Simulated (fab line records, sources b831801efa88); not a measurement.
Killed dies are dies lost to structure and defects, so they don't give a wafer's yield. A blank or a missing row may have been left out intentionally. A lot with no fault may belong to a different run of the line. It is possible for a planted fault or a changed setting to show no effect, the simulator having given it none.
fab line records	flow sky130
record lots=6	wafers=18	lastDay=50
route steps=708 shown VT_ADJUST_LVTN@116 VT_ADJUST_NCORE@119 PAD_OPEN@708
lots that met no fault: taken from a fault-free run of the same line
startH: hours from the record's first day to the start of the lot's first wafer shown	waitH: time in hours since the lot's previous step	" identical to the entry in the row above	L1.1+2: one row covering several wafers at once	- value missing, or start not given	* or withheld: withheld	< > ~ a bound
route shown NAME@n: names a module that has steps shown in the file, with the first one's number in the route	usual: the fault-free wafers' mean and standard deviation	same: alike in all rows	chamber/n: place in a boat	sites: readings site by site	_std_site: the standard deviation of these	_edge_site: inner sites' mean taken away from outer sites' mean	radiusMm: how far each site lies from the wafer's centre	mask NAME#n: copy n	behind: tool/chamber where the wafer was last shaped	hold: what put the lot on hold/how long, in hours/how the hold closed	device: whichever transistor did not switch (one of n, p or np)	end of line: tests run on the same wafers once the route is complete	a step without rows: its recipe alone	killed: not the wafer's yield, but the dies lost to structure and defects at the first sort	map: the dies of a wafer, with x for killed, . for not killed, _ for no die there
set.NAME: the setting as run; set.NAME@STEP: as run at that earlier step	model.NAME: the simulator's own value behind a step, which no gauge read
a table for each step, a row for each wafer; lots at some steps of the route
services: the hour from which a tool's chamber was out of use, counted from the record's first day as startH (under 0 if before that day), plus the number of hours and why
## steps
# step SKY_VT_ADJUST_LVTN_IMPLANT_19
# recipe species=B	energyKev=30	doseCm2=6.5e+11	tiltDeg=withheld
# step SKY_VT_ADJUST_LVTN_STRIP_20
# recipe chemistry=O2/N2	powerW=1400	pressureMtorr=1500	platenTempC=withheld	o2FlowSccm=3000	n2FlowSccm=300	overashFraction=0.5
# usual drypumpMotorCurrentA=5.9/0.63	o2FlowSccm=3001/8.8	oesProductAu=0.715/0.0043	stripTimeToEndpointS=14.17/0.041
lot.wafer	tool	chamber	startH	waitH	drypumpMotorCurrentA	o2FlowSccm	oesProductAu	rfHoursCounterH	stripTimeToEndpointS
L151.2	plasmaAsher-04	1	199.44	0.1	5.8	3003	0.718	54	14.07
L151.5	"	1	"	"	5.8	3011	0.716	-	14.11
L151.6	"	0	"	"	6.8	3010	0.717	-	14.07
L156.1	plasmaAsher-04	0	228.34	0.1	6.8	3004	0.715	57	14.14
L156.2	"	1	"	"	5.8	3011	0.721	57	14.12
L156.3	"	1	"	"	5.8	3007	0.722	-	14.14
L160.1	plasmaAsher-03	0	255.14	0.1	6.1	2979	0.713	58	14.19
L160.4	"	0	"	"	6.1	2984	0.728	-	14.19
L160.6	"	0	"	"	6.1	2987	0.721	-	14.23
L161.2	plasmaAsher-03	0	261.84	0.1	6.1	2999	0.717	58	14.16
L161.4	"	0	"	"	6.1	2999	0.714	-	14.09
L161.5	"	1	"	"	6.0	3011	0.718	-	14.16
L162.3	plasmaAsher-04	1	264.62	0.1	5.8	3002	0.708	-	14.25
L162.4	"	0	"	"	6.8	2988	0.716	-	14.23
L162.6	"	1	"	"	5.8	3004	0.721	-	14.18
L167.4	plasmaAsher-03	0	308.38	0.1	6.1	2991	0.717	-	14.20
L167.5	"	0	"	"	6.1	3002	0.710	-	14.20
L167.6	"	1	"	"	6.0	3001	0.710	-	14.16
# step SKY_VT_ADJUST_LVTN_TW_MEAS_21
# usual VT_ADJUST_LVTN_2_TW=188.5/0.83
lot.wafer	tool	chamber	startH	waitH	VT_ADJUST_LVTN_2_TW
L151.2	filmMetro-02	-	199.55	0.1	190.9
L151.5	"	-	"	"	189.9
L151.6	"	-	"	"	189.0
L156.1	filmMetro-03	-	228.44	0.1	189.6
L156.2	"	-	"	"	188.2
L156.3	"	-	"	"	188.1
L160.1	filmMetro-03	-	255.24	0.1	188.8
L160.4	"	-	"	"	188.3
L160.6	"	-	"	"	189.8
L161.2	filmMetro-03	-	261.95	0.1	188.2
L161.4	"	-	"	"	188.5
L161.5	"	-	"	"	188.8
L162.3	filmMetro-03	-	264.71	0.1	188.9
L162.4	"	-	"	"	188.3
L162.6	"	-	"	"	188.4
L167.4	filmMetro-03	-	308.48	0.1	187.6
L167.5	"	-	"	"	187.5
L167.6	"	-	"	"	186.7
# step SKY_VT_ADJUST_NCORE_DEHYDRATE_00
# recipe tempC=200	timeS=60
# step SKY_VT_ADJUST_NCORE_HMDS_01
# recipe primeTimeS=60	primeTempC=120
# step SKY_VT_ADJUST_NCORE_COAT_02
# recipe resist=NOVOLAK	spinRpm=3000	resistThkNm=1140
# step SKY_VT_ADJUST_NCORE_SOFTBAKE_03
# recipe tempC=90	timeS=60	resist=NOVOLAK
# step SKY_VT_ADJUST_NCORE_EXPOSE_04
# recipe maskId=LVTN_COMPLEMENT_THIN	na=0.6	sourceShape=conventional	sigmaOuter=0.6	polarization=unpolarized	targetCdNm=380	doseMj=139
# step SKY_VT_ADJUST_NCORE_PEB_05
# recipe tempC=withheld	timeS=*	resist=NOVOLAK
# step SKY_VT_ADJUST_NCORE_DEVELOP_06
# recipe resist=NOVOLAK	developer=TMAH	developTimeS=60	devTempC=23
# step SKY_VT_ADJUST_NCORE_CD_MEAS_07
# recipe targetCdNm=380
# usual cdNm=380.5/2.2
lot.wafer	tool	chamber	startH	waitH	cdNm
L151.2	cdSem-02	-	222.42	0.1	381.5
L151.5	"	-	"	"	380.7
L151.6	"	-	"	"	382.4
L156.1	cdSem-01	-	251.10	0.1	380.0
L156.2	"	-	"	"	381.1
L156.3	"	-	"	"	380.7
L160.1	cdSem-01	-	279.45	0.1	380.4
L160.4	"	-	"	"	378.8
L160.6	"	-	"	"	380.8
L161.2	cdSem-01	-	286.57	0.1	378.9
L161.4	"	-	"	"	379.2
L161.5	"	-	"	"	380.9
L162.3	cdSem-01	-	289.24	0.1	381.7
L162.4	"	-	"	"	381.9
L162.6	"	-	"	"	381.7
L167.4	cdSem-01	-	334.66	0.1	379.7
L167.5	"	-	"	"	379.9
L167.6	"	-	"	"	380.2
# step SKY_VT_ADJUST_NCORE_OVL_MEAS_08
# usual VT_ADJUST_NCORE_OVL=0.0/1.4
lot.wafer	tool	chamber	startH	waitH	VT_ADJUST_NCORE_OVL[nm]
L151.2	overlay-01	-	222.53	0.1	-1.3
L151.5	"	-	"	"	-1.0
L151.6	"	-	"	"	-0.9
L156.1	overlay-01	-	251.22	0.1	-1.7
L156.2	"	-	"	"	-2.5
L156.3	"	-	"	"	-0.5
L160.1	overlay-01	-	279.57	0.1	1.4
L160.4	"	-	"	"	0.1
L160.6	"	-	"	"	0.4
L161.2	overlay-02	-	286.68	0.1	0.2
L161.4	"	-	"	"	0.0
L161.5	"	-	"	"	-1.2
L162.3	overlay-01	-	289.33	0.1	-0.7
L162.4	"	-	"	"	1.4
L162.6	"	-	"	"	0.3
L167.4	overlay-01	-	334.74	0.1	-0.1
L167.5	"	-	"	"	1.5
L167.6	"	-	"	"	-2.2
# step SKY_VT_ADJUST_NCORE_IMPLANT_09
# recipe species=B	energyKev=10	doseCm2=2.4e+12	tiltDeg=withheld
# usual doseIonsCm2=2.3997e+12/2.6e+09	faradayCurrentUA=13.54/0.25
lot.wafer	tool	chamber	startH	waitH	doseIonsCm2	faradayCurrentUA
L151.2	implanter-02	0	222.64	0.1	2.3997e+12	13.54
L151.5	"	0	"	"	2.3986e+12	13.30
L151.6	"	0	"	"	2.4013e+12	13.55
L156.1	implanter-01	0	251.26	0.0	2.4012e+12	13.71
L156.2	"	0	"	"	2.4011e+12	13.40
L156.3	"	0	"	"	2.3981e+12	13.65
L160.1	implanter-02	0	279.61	0.0	2.8949e+12	16.43
L160.4	"	0	"	"	2.897e+12	16.45
L160.6	"	0	"	"	2.8969e+12	16.51
L161.2	implanter-02	0	286.73	0.0	2.8961e+12	16.21
L161.4	"	0	"	"	2.8978e+12	16.12
L161.5	"	0	"	"	2.8966e+12	16.11
L162.3	implanter-03	0	289.41	0.1	2.4034e+12	13.73
L162.4	"	0	"	"	2.4031e+12	13.37
L162.6	"	0	"	"	2.3996e+12	13.23
L167.4	implanter-03	0	334.83	0.1	2.3997e+12	14.19
L167.5	"	0	"	"	2.3984e+12	13.60
L167.6	"	0	"	"	2.3963e+12	13.90
# step SKY_VT_ADJUST_NCORE_STRIP_10
# recipe chemistry=O2/N2	powerW=1400	pressureMtorr=1500	platenTempC=withheld	o2FlowSccm=3000	n2FlowSccm=300	overashFraction=0.5
# usual drypumpMotorCurrentA=5.8/0.52	o2FlowSccm=2999/8.8	oesProductAu=0.715/0.0049	stripTimeToEndpointS=14.18/0.038
lot.wafer	tool	chamber	startH	waitH	drypumpMotorCurrentA	o2FlowSccm	oesProductAu	rfHoursCounterH	stripTimeToEndpointS
L151.2	plasmaAsher-03	1	222.76	0.1	6.0	3005	0.709	55	14.15
L151.5	"	0	"	"	6.1	2995	0.716	-	14.14
L151.6	"	1	"	"	6.0	3002	0.715	-	14.17
L156.1	plasmaAsher-02	1	251.41	0.1	6.0	3001	0.721	41	14.20
L156.2	"	0	"	"	6.4	2999	0.719	41	14.13
L156.3	"	0	"	"	6.4	3008	0.716	-	14.20
L160.1	plasmaAsher-03	0	279.76	0.1	6.1	3011	0.723	60	14.18
L160.4	"	0	"	"	6.1	3004	0.717	-	14.21
L160.6	"	1	"	"	6.0	2997	0.709	-	14.20
L161.2	plasmaAsher-02	1	286.86	0.1	6.0	3005	0.717	45	14.21
L161.4	"	1	"	"	6.0	2995	0.713	-	14.14
L161.5	"	0	"	"	6.4	3002	0.720	-	14.19
L162.3	plasmaAsher-02	0	289.54	0.1	6.3	2995	0.719	-	14.21
L162.4	"	1	"	"	6.0	2997	0.715	-	14.19
L162.6	"	1	"	"	6.0	2998	0.717	-	14.19
L167.4	plasmaAsher-02	0	334.94	0.1	6.4	2990	0.717	-	14.14
L167.5	"	1	"	"	6.0	3002	0.704	-	14.14
L167.6	"	0	"	"	6.3	3003	0.713	-	14.11
# step SKY_VT_ADJUST_NCORE_TW_MEAS_11
# usual VT_ADJUST_NCORE_TW=220.0/1.2
lot.wafer	tool	chamber	startH	waitH	hold	VT_ADJUST_NCORE_TW
L151.2	filmMetro-04	-	222.87	0.1	-	221.0
L151.5	"	-	"	"	-	220.1
L151.6	"	-	"	"	-	219.9
L156.1	filmMetro-02	-	251.51	0.1	-	221.2
L156.2	"	-	"	"	-	221.1
L156.3	"	-	"	"	-	220.9
L160.1	filmMetro-03	-	279.86	0.1	awaitDispo/0.2h/release	231.5
L160.4	"	-	"	"	awaitDispo/0.2h/release	231.6
L160.6	"	-	"	"	awaitDispo/0.2h/release	232.3
L160.1	filmMetro-03	-	280.08	0.2	-	231.3
L160.4	"	-	"	"	-	231.4
L160.6	"	-	"	"	-	231.5
L161.2	filmMetro-04	-	286.97	0.1	awaitDispo/0.2h/release	233.0
L161.4	"	-	"	"	awaitDispo/0.2h/release	234.2
L161.5	"	-	"	"	awaitDispo/0.2h/release	233.9
L161.2	filmMetro-04	-	287.19	0.2	-	233.7
L161.4	"	-	"	"	-	234.1
L161.5	"	-	"	"	-	234.2
L162.3	filmMetro-03	-	289.63	0.1	-	218.4
L162.4	"	-	"	"	-	218.7
L162.6	"	-	"	"	-	218.9
L167.4	filmMetro-04	-	335.04	0.1	-	219.7
L167.5	"	-	"	"	-	218.8
L167.6	"	-	"	"	-	219.3
# step SKY_PAD_OPEN_PROBE_99
# usual killed_at_M0_to_M3=43/6.7	killed_at_M4_up=3.2/1.8	killedAtContacts=25/5.2	killedAtFrontEnd=15/4.4	killedAtOther=0.2/0.4	killedDies=87/9.3	killedOpen=48/7.1	killedShort=39/6
# same grossDies=492	killedAtBackSide=0
lot.wafer	tool	chamber	startH	waitH	killed_at_M0_to_M3	killed_at_M4_up	killedAtContacts	killedAtFrontEnd	killedAtOther	killedDies	killedOpen	killedShort	model.etest.nfet_16v.rOnOhmUm	model.etest.pfet_16v.rOnOhmUm	model.etest.pfetG5v0d10v5.rOnOhmUm	model.etest.tipP.rsOhmSq	model.etest.resPwellUnderGate.rsOhmSq	model.etest.nfetG5v0d10v5.rOnOhmUm	model.etest.tip_p_5v.rsOhmSq	model.etest.tip_n_5v.rsOhmSq
L151.2	prober-02	-	1119.04	0.1	44	3	22	12	0	81	43	38	1.431e+04	1.491e+04	4694	6894	2268	1897	2854	1396
L151.5	prober-02	-	1119.19	0.2	44	3	21	11	0	79	38	41	1.436e+04	1.487e+04	4844	6918	2283	1940	2855	1396
L151.6	prober-02	-	1119.24	0.2	38	4	17	10	0	69	44	25	1.438e+04	1.479e+04	4652	6958	2280	1898	2827	1388
L156.1	prober-02	-	1158.61	0.1	48	3	17	10	0	78	41	37	1.378e+04	1.521e+04	4793	6816	2316	1876	2890	1396
L156.2	prober-02	-	1158.66	0.1	40	1	20	13	0	74	41	33	1.368e+04	1.52e+04	4762	6792	2287	1866	2906	1387
L156.3	prober-02	-	1158.71	0.2	48	2	17	16	0	83	44	39	1.376e+04	1.548e+04	4713	6790	2284	1858	2874	1392
L160.1	prober-01	-	1159.93	0.1	45	4	18	10	0	77	45	32	1.472e+04	1.478e+04	4475	6776	2237	1923	2784	1408
L160.4	prober-01	-	1160.08	0.2	33	2	25	15	1	76	38	38	1.49e+04	1.478e+04	4504	6785	2238	1938	2796	1431
L160.6	prober-01	-	1160.18	0.2	54	2	24	24	1	105	55	50	1.471e+04	1.477e+04	4479	6818	2247	1929	2786	1396
L161.2	prober-02	-	1161.72	0.1	59	4	18	11	0	92	50	42	1.498e+04	1.491e+04	4477	6677	2235	1935	2847	1450
L161.4	prober-02	-	1161.82	0.2	42	1	15	17	0	75	40	35	1.504e+04	1.481e+04	4439	6726	2243	1912	2833	1453
L161.5	prober-02	-	1161.87	0.2	45	2	23	8	0	78	44	34	1.494e+04	1.466e+04	4500	6691	2237	1933	2845	1451
L162.3	prober-01	-	1165.60	0.2	48	4	32	16	0	100	58	42	1.395e+04	1.523e+04	4751	6975	2296	1874	2892	1382
L162.4	prober-01	-	1165.65	0.2	35	6	31	20	0	92	51	41	1.376e+04	1.543e+04	4709	6924	2294	1840	2895	1374
L162.6	prober-01	-	1165.75	0.2	41	6	18	20	0	85	45	40	1.402e+04	1.533e+04	4745	6888	2287	1870	2918	1376
L167.4	prober-02	-	1194.77	0.2	37	2	32	12	1	84	46	38	1.413e+04	1.518e+04	4756	6825	2283	1880	2847	1373
L167.5	prober-02	-	1194.82	0.2	40	3	39	15	0	97	58	39	1.39e+04	1.52e+04	4728	6820	2317	1873	2832	1365
L167.6	prober-02	-	1194.87	0.2	43	5	32	11	0	91	49	42	1.418e+04	1.511e+04	4820	6818	2312	1923	2844	1374
# killed by level:class
L151.2 VIA3:geometricParticle:open=9 VIA1:geometricParticle:open=9 LI_CONTACT:geometricParticle:open=6 VIA2:geometricParticle:open=6 POLY_GATE:geometricParticle:short=5 CONTACT:geometricParticle:open=5 METAL2:geometricParticle:short=5 CONTACT:geometricParticle:short=4
L151.5 VIA1:geometricParticle:open=11 CONTACT:geometricParticle:open=10 METAL3:geometricParticle:short=9 VIA3:geometricParticle:short=5 CONTACT:geometricParticle:short=4 METAL2:geometricParticle:short=4 VIA2:geometricParticle:short=4 POLY_GATE:geometricParticle:open=3
L151.6 VIA1:geometricParticle:open=14 CONTACT:geometricParticle:open=6 VIA2:geometricParticle:open=6 VIA3:geometricParticle:open=5 LI_CONTACT:geometricParticle:open=4 CONTACT:geometricParticle:short=4 METAL1:geometricParticle:short=4 SPACER:geometricParticle:open=3
L156.1 VIA3:geometricParticle:open=10 VIA1:geometricParticle:open=7 METAL1:geometricParticle:short=7 VIA2:geometricParticle:open=6 VIA2:geometricParticle:short=5 CONTACT:geometricParticle:open=5 POLY_GATE:geometricParticle:open=4 LI_CONTACT:geometricParticle:open=4
L156.2 VIA1:geometricParticle:open=9 CONTACT:geometricParticle:open=7 VIA2:geometricParticle:open=6 LI_CONTACT:geometricParticle:open=6 CONTACT:geometricParticle:short=4 VIA1:geometricParticle:short=4 METAL2:geometricParticle:short=4 VIA2:geometricParticle:short=4
L156.3 METAL1:geometricParticle:short=10 VIA3:geometricParticle:open=10 FIELD_ISO:geometricParticle:short=6 CONTACT:geometricParticle:open=6 VIA1:geometricParticle:open=6 VIA2:geometricParticle:open=6 LI_CONTACT:geometricParticle:open=5 FIELD_ISO:geometricParticle:open=4
L160.1 VIA1:geometricParticle:open=8 METAL2:geometricParticle:short=8 VIA2:geometricParticle:open=7 CONTACT:geometricParticle:open=7 VIA3:geometricParticle:open=7 LI_CONTACT:geometricParticle:open=5 FIELD_ISO:geometricParticle:open=4 VIA1:geometricParticle:short=4
L160.4 CONTACT:geometricParticle:open=9 FIELD_ISO:geometricParticle:short=7 VIA2:geometricParticle:open=6 LI_CONTACT:geometricParticle:open=5 VIA1:geometricParticle:open=5 METAL2:geometricParticle:short=5 METAL1:geometricParticle:short=4 LI_CONTACT:geometricParticle:short=4
L160.6 FIELD_ISO:geometricParticle:open=10 METAL2:geometricParticle:short=10 VIA1:geometricParticle:open=10 CONTACT:geometricParticle:open=9 METAL1:geometricParticle:short=6 LI_CONTACT:geometricParticle:short=5 VIA2:geometricParticle:open=5 VIA3:geometricParticle:open=5
L161.2 METAL2:geometricParticle:short=11 VIA3:geometricParticle:open=10 VIA1:geometricParticle:open=10 CONTACT:geometricParticle:open=8 METAL1:geometricParticle:short=8 VIA2:geometricParticle:open=5 METAL3:geometricParticle:short=5 POLY_GATE:geometricParticle:open=4
L161.4 METAL1:geometricParticle:short=8 CONTACT:geometricParticle:open=7 VIA2:geometricParticle:short=5 POLY_GATE:geometricParticle:open=5 VIA2:geometricParticle:open=5 METAL3:geometricParticle:open=5 VIA1:geometricParticle:open=5 VIA1:geometricParticle:short=5
L161.5 VIA3:geometricParticle:open=10 LI_CONTACT:geometricParticle:open=8 VIA1:geometricParticle:open=8 METAL2:geometricParticle:short=8 VIA2:geometricParticle:open=7 CONTACT:geometricParticle:open=7 VIA3:geometricParticle:short=6 POLY_GATE:geometricParticle:short=5
L162.3 CONTACT:geometricParticle:open=14 VIA1:geometricParticle:open=12 LI_CONTACT:geometricParticle:open=8 VIA2:geometricParticle:open=7 LOCAL_INTERCONNECT:geometricParticle:short=6 METAL1:geometricParticle:short=6 VIA3:geometricParticle:open=6 SPACER:geometricParticle:short=5
L162.4 CONTACT:geometricParticle:open=13 VIA1:geometricParticle:open=8 VIA3:geometricParticle:open=8 LOCAL_INTERCONNECT:geometricParticle:short=6 FIELD_ISO:geometricParticle:open=5 FIELD_ISO:geometricParticle:short=5 METAL2:geometricParticle:short=5 POLY_GATE:geometricParticle:open=4
L162.6 VIA1:geometricParticle:open=9 VIA1:geometricParticle:short=7 VIA2:geometricParticle:open=7 LI_CONTACT:geometricParticle:open=6 METAL1:geometricParticle:short=6 VIA3:geometricParticle:open=6 METAL4:geometricParticle:short=5 FIELD_ISO:geometricParticle:short=4
L167.4 CONTACT:geometricParticle:open=13 VIA1:geometricParticle:open=10 VIA1:geometricParticle:short=8 CONTACT:geometricParticle:short=7 LI_CONTACT:geometricParticle:open=6 METAL1:geometricParticle:short=5 VIA3:geometricParticle:open=4 POLY_GATE:geometricParticle:short=3
L167.5 CONTACT:geometricParticle:open=13 LI_CONTACT:geometricParticle:open=12 VIA1:geometricParticle:open=11 METAL2:geometricParticle:short=9 FIELD_ISO:geometricParticle:open=6 CONTACT:geometricParticle:short=6 POLY_GATE:geometricParticle:open=5 VIA3:geometricParticle:open=5
L167.6 CONTACT:geometricParticle:open=9 LOCAL_INTERCONNECT:geometricParticle:short=8 VIA1:geometricParticle:open=8 VIA2:geometricParticle:open=8 LI_CONTACT:geometricParticle:open=7 VIA3:geometricParticle:open=6 CONTACT:geometricParticle:short=5 VIA1:geometricParticle:short=5
## services
tool	chamber	startH	hours	kind
implanter-02	-	208.42	1.6	repair
implanter-02	-	210.45	10.0	repair
implanter-01	-	228.35	4.5	repair
implanter-03	-	233.50	4.1	repair
implanter-03	-	239.90	5.3	pm
implanter-01	-	265.47	10.1	repair
implanter-03	-	266.98	2.1	repair
implanter-02	-	294.15	15.6	repair
implanter-01	-	300.58	2.7	repair
plasmaAsher-04	-	317.28	3.5	repair
## key
firstSign step=SKY_VT_ADJUST_NCORE_IMPLANT_09	reading=doseIonsCm2	direction=up	sigmas=99+	usual=*	struck=*
effect step=SKY_VT_ADJUST_NCORE_IMPLANT_09	reading=faradayCurrentUA	direction=up	sigmas=11	usual=13.54	struck=16.30
effect step=SKY_VT_ADJUST_NCORE_TW_MEAS_11	reading=visit	direction=added
effect step=SKY_VT_ADJUST_NCORE_TW_MEAS_11	reading=VT_ADJUST_NCORE_TW	direction=up	sigmas=11	usual=220.0	struck=232.8
modelEffect step=SKY_PAD_OPEN_PROBE_99	value=etest.nfet_16v.rOnOhmUm	without=1.394e+04	struck=1.488e+04
metAt SKY_VT_ADJUST_NCORE_IMPLANT_09
struckWafers L160.1,L160.4,L160.6,L161.2,L161.4,L161.5
testerLeftOut L160,L161
onsetBetween 222.64 279.61
fault kind=processParameterDrift	tool=implanter-02	chamber=-	onsetH=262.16	steps=SKY_VT_ADJUST_NCORE_IMPLANT_09	channel=doseCm2	offset=*	shape=step	endH=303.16	actsIn=*	stated=*
# testerLeftOut: of these lots the tester's yield and bins aren't shown, on N5 and GAA mostly nor the transistor test; their killed dies are dies lost to structure and defects alone, not to doping, threshold or leakage, so they don't give the yield
